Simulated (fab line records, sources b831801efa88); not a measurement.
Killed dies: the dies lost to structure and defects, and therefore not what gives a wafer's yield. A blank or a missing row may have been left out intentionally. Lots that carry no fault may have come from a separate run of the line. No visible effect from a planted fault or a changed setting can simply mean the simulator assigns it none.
A single fault, viewed from 2 desks / flow sky130 / only its own numbers are on each desk; what lay behind them is given at the end

METROLOGY DESK
Lot by lot, what the gauges showed, no matter which tool ran the lot: averages of those sampled wafers that carry a number. Any lot whose mean is over 4 standard deviations away from the usual mean is out of limits and marked OUT; that distance is given in the brackets.
Columns: A = VIA3_BOW at SKY_VIA3_BOW_MEAS_03, usual 81 um; B = cdNm at SKY_METAL4_CD_MEAS_13, usual 299.9 nm; C = VIA4_HDPCVD_THK at SKY_VIA4_THK_MEAS_01, usual 1751 nm
lot=L423; first seen here=day 38 10:58; A=83; B=300.9; C=1758
lot=L426; first seen here=day 39 17:14; A=87; B=301.5; C=1763
lot=L428; first seen here=day 39 22:11; A=85; B=297.3; C=1751
lot=L427; first seen here=day 39 22:25; A=83; B=299.0; C=1744
lot=L432; first seen here=day 41 04:37; A=82; B=292.4 (-5.4) OUT; C=1744
lot=L437; first seen here=day 42 14:14; A=79; B=294.2 (-4.1) OUT; C=1746
lot=L440; first seen here=day 43 10:48; A=80; B=297.6; C=1737
lot=L441; first seen here=day 43 16:14; A=81; B=300.1; C=1740
lot=L442; first seen here=day 43 19:19; A=81; B=301.3; C=1764
lot=L443; first seen here=day 44 00:54; A=76; B=300.6; C=1756
lot=L445; first seen here=day 44 10:39; A=79; B=303.2; C=1737
This desk's verdict: out of limits on L432, L437, starting with L432 at day 44 05:52 (cdNm at SKY_METAL4_CD_MEAS_13). Within limits: L423, L426, L428, L427, L440, L441, L442, L443, L445.

TOOL OWNER'S DESK, krfScanner-02
The tool's own readings at SKY_METAL4_EXPOSE_10 (exposes mask MM4, target cd 300 nm): means of the sampled wafers that have a number, for each lot that ran on this tool. Any lot whose mean is over 4 standard deviations away from the usual mean is out of limits and marked OUT; that distance is given in the brackets.
Columns: A = exposureDoseMJCm2 at SKY_METAL4_EXPOSE_10, usual 28.00
lot=L423; first seen here=day 41 02:29; A=27.95
lot=L427; first seen here=day 42 13:22; A=28.01
lot=L432; first seen here=day 43 18:38; A=29.16 (+35) OUT
lot=L437; first seen here=day 45 02:08; A=28.85 (+26) OUT
This desk's verdict: out of limits on L432, L437, starting with L432 at day 43 18:38 (exposureDoseMJCm2 at SKY_METAL4_EXPOSE_10). Within limits: L423, L427.

BROUGHT TOGETHER
On L432, L437, at day 43 18:38, an alarm was possible from the tool owner's desk.
At day 44 05:52 the metrology desk could have sounded an alarm, on L432, L437.
Of the lots named, all ran SKY_METAL4_EXPOSE_10 on krfScanner-02.

WHAT THE SIMULATOR HAD PUT IN
Process parameter drift: krfScanner-02, from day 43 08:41 on, at SKY_METAL4_EXPOSE_10. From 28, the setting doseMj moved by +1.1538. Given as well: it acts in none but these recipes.
Lots struck among those shown: L432, L437.
Time in hours from fault onset to the first out-of-limits reading at each desk: tool owner's desk 10, metrology desk 21.
